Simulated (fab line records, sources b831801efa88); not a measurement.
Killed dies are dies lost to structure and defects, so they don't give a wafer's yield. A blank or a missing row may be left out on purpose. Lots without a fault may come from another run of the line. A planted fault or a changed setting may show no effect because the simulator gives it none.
Problem report in the 8D (eight disciplines) form, filled by code | flow gf180mcu | the parts of the form that need people (team, actions taken, sign-off) are left out

1. THE PROBLEM
M4_ALCU_RS at GF_M4_RS_MEAS_05 reads a mean of 0.0430 ohm/sq on 4 wafers of 2 lots; wafers without a fault read 0.0694 ohm/sq with a standard deviation of 0.00067. That is -39 standard deviations from the usual mean.
The step: measures by four-point-probe.
First seen on wafer L700.1, day 28 04:23, on film_metro-03. The record holds 33 wafers of 11 lots with a number at this step. Rule for "out", or "out of limits": more than 4 standard deviations from the usual mean. The other wafers with a number count as sound.

2. WHAT IT IS AND WHAT IT IS NOT
question                    | is                             | is not
which readings at this step | M4_ALCU_RS                     | -
which lots                  | L700, L703                     | L684, L687, L688, L689, L691, L692, L693, L705, L706
which wafers of those lots  | L700.1, L700.4, L703.1, L703.4 | L700.3, L703.6
read on which gauges        | film_metro-01, film_metro-03   | film_metro-04
when                        | from day 28 04:23              | up to then (22 sound wafers); but 7 sound wafers of L703, L705, L706 came after

3. SUSPECTS, AND WHAT RULES EACH OUT
Counting: a tool at a process step up to the reading stays a suspect if it ran every lot that is out. Sound lots after the first of them don't rule it out here, since some wafers of a struck lot are sound.
- the gauge at GF_M4_RS_MEAS_05: ruled out. The wafers that are out were read on 2 gauges (film_metro-01, film_metro-03).
- pvd_sputter-02 at GF_M4_SPUTTER_02 (material AlCu, target thk 450 nm, time 23.9 s): kept. It ran every lot that is out, first L700 (day 28 04:17); its last sound lot up to then is L693 (day 26 07:55).
Left after counting: pvd_sputter-02 at GF_M4_SPUTTER_02.

4. THE CAUSE (what the simulator had put in)
Process parameter drift: pvd_sputter-02, from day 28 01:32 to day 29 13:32, at GF_M4_SPUTTER_02. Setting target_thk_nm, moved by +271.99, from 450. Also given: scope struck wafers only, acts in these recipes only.
Counting left only this tool.

5. THE CHAIN OF EFFECTS, in route order
Each row: a reading whose mean over the struck wafers that have a number lies more than 3 standard deviations from the usual. Only readings for which the record gives a usual standard deviation are gone through. hours: the time from each lot's start at the first step in this table that gives one to its start at this step, as a median over the lots. sigmas: the change in usual standard deviations.
hours | step                | reading        | usual         | on struck wafers | change  | sigmas
0     | GF_M4_RS_MEAS_05    | M4_ALCU_RS     | 0.0694 ohm/sq | 0.0430           | -0.0264 | -39
0     | GF_M4_THK_MEAS_06   | M4_ALCU_THK    | 457 nm        | 736              | +280    | +67
19    | GF_M4_METAL_ETCH_16 | oes_product_au | 0.973 a.u.    | 0.995            | +0.022  | +3.7
The process steps in it:
- GF_M4_METAL_ETCH_16: etches the open film in Cl2/BCl3, stops on SiO2, target depth 627.5 nm, time 104.6 s.

6. WHAT WOULD HAVE CAUGHT IT SOONER
In this record the first reading out of limits at a measuring or inspecting step was taken at day 28 04:23, 3 hours after the fault began at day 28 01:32.
Of the tool readings at GF_M4_SPUTTER_02 for which the record gives a usual standard deviation, none was out on any struck wafer, so an alarm limit of 4 standard deviations on them would not have fired.
Of the lots that are out (2), L703 began GF_M4_SPUTTER_02 on pvd_sputter-02 after day 28 04:23. A hold on the tool at that time would have spared it.
